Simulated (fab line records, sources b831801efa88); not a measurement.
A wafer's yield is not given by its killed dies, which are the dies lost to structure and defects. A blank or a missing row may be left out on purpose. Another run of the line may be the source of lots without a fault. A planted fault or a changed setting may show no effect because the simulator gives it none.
Chamber matching || flow gf180mcu || 3 sister chambers for GF_V2_CVD_02 on pecvd-04
The step deposits SiO2 from TEOS, target thk 850 nm, time 94.851 s. 16 wafers are shown with their chamber, then 8 later ones without.

## WAFERS PAIRED WITH THEIR CHAMBERS
{"wafer": "L075.1", "chamber": 0, "heaterPowerW (W)": 651, "rfFwdPowerW (W)": 595.4}
{"wafer": "L075.2", "chamber": 2, "heaterPowerW (W)": 821, "rfFwdPowerW (W)": 594.0}
{"wafer": "L075.3", "chamber": 1, "heaterPowerW (W)": 608, "rfFwdPowerW (W)": 597.8}
{"wafer": "L078.1", "chamber": 2, "heaterPowerW (W)": 807, "rfFwdPowerW (W)": 597.6}
{"wafer": "L078.2", "chamber": 0, "heaterPowerW (W)": 671, "rfFwdPowerW (W)": 595.7}
{"wafer": "L078.5", "chamber": 2, "heaterPowerW (W)": 857, "rfFwdPowerW (W)": 596.8}
{"wafer": "L079.2", "chamber": 1, "heaterPowerW (W)": 611, "rfFwdPowerW (W)": 597.7}
{"wafer": "L079.3", "chamber": 2, "heaterPowerW (W)": 747, "rfFwdPowerW (W)": 595.5}
{"wafer": "L079.5", "chamber": 2, "heaterPowerW (W)": 824, "rfFwdPowerW (W)": 593.9}
{"wafer": "L082.1", "chamber": 1, "heaterPowerW (W)": 616, "rfFwdPowerW (W)": 598.2}
{"wafer": "L082.4", "chamber": 2, "heaterPowerW (W)": 734, "rfFwdPowerW (W)": 594.0}
{"wafer": "L082.5", "chamber": 0, "heaterPowerW (W)": 695, "rfFwdPowerW (W)": 594.0}
{"wafer": "L087.2", "chamber": 2, "heaterPowerW (W)": 883, "rfFwdPowerW (W)": 595.2}
{"wafer": "L087.3", "chamber": 0, "heaterPowerW (W)": 701, "rfFwdPowerW (W)": 594.0}
{"wafer": "L087.4", "chamber": 2, "heaterPowerW (W)": 901, "rfFwdPowerW (W)": 596.5}
{"wafer": "L088.1", "chamber": 2, "heaterPowerW (W)": 845, "rfFwdPowerW (W)": 596.7}

SIGNATURES (averages over the wafers above)
{"reading": "heaterPowerW", "chamber 0": 679.50, "chamber 1": 611.67, "chamber 2": 824.33, "scatter within a chamber": 45.5}
{"reading": "rfFwdPowerW", "chamber 0": 594.775, "chamber 1": 597.900, "chamber 2": 595.578, "scatter within a chamber": 1.18}
Rule: for a wafer and a chamber, the distance is found by dividing, reading by reading, the gap between the wafer's reading and the chamber's mean by the reading's scatter, squaring, summing and taking the root. If the next closest chamber is less than 2 further off than the closest, the wafer can't be placed; otherwise it belongs to the closest. The scatter is the square root of a quotient: the sum, over the shown wafers, of each reading's squared deviation from its chamber's mean, divided by wafers minus chambers.

## WAFERS WITH NO CHAMBER GIVEN
{"wafer": "L088.4", "heaterPowerW (W)": 879, "rfFwdPowerW (W)": 594.3}
{"wafer": "L088.5", "heaterPowerW (W)": 594, "rfFwdPowerW (W)": 594.4}
{"wafer": "L092.3", "heaterPowerW (W)": 530, "rfFwdPowerW (W)": 597.0}
{"wafer": "L092.4", "heaterPowerW (W)": 872, "rfFwdPowerW (W)": 595.0}
{"wafer": "L092.5", "heaterPowerW (W)": 569, "rfFwdPowerW (W)": 595.0}
{"wafer": "L097.1", "heaterPowerW (W)": 657, "rfFwdPowerW (W)": 597.1}
{"wafer": "L097.3", "heaterPowerW (W)": 600, "rfFwdPowerW (W)": 594.8}
{"wafer": "L097.5", "heaterPowerW (W)": 680, "rfFwdPowerW (W)": 597.2}

## WHICH CHAMBER EACH WENT THROUGH
{"wafer": "L088.4", "from the rows above": 2, "in truth": 2}
{"wafer": "L088.5", "from the rows above": "can't be placed: 0 or 1", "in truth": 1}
{"wafer": "L092.3", "from the rows above": "can't be placed: 1 or 0", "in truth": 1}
{"wafer": "L092.4", "from the rows above": 2, "in truth": 2}
{"wafer": "L092.5", "from the rows above": "can't be placed: 0 or 1", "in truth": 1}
{"wafer": "L097.1", "from the rows above": "can't be placed: 1 or 0", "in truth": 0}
{"wafer": "L097.3", "from the rows above": "can't be placed: 0 or 1", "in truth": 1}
{"wafer": "L097.5", "from the rows above": "can't be placed: 1 or 0 or 2", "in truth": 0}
2 of 8 placed correctly. From these rows, 6 cannot be placed; in 6 the true chamber is one of the candidates. Placed wrongly: 0.
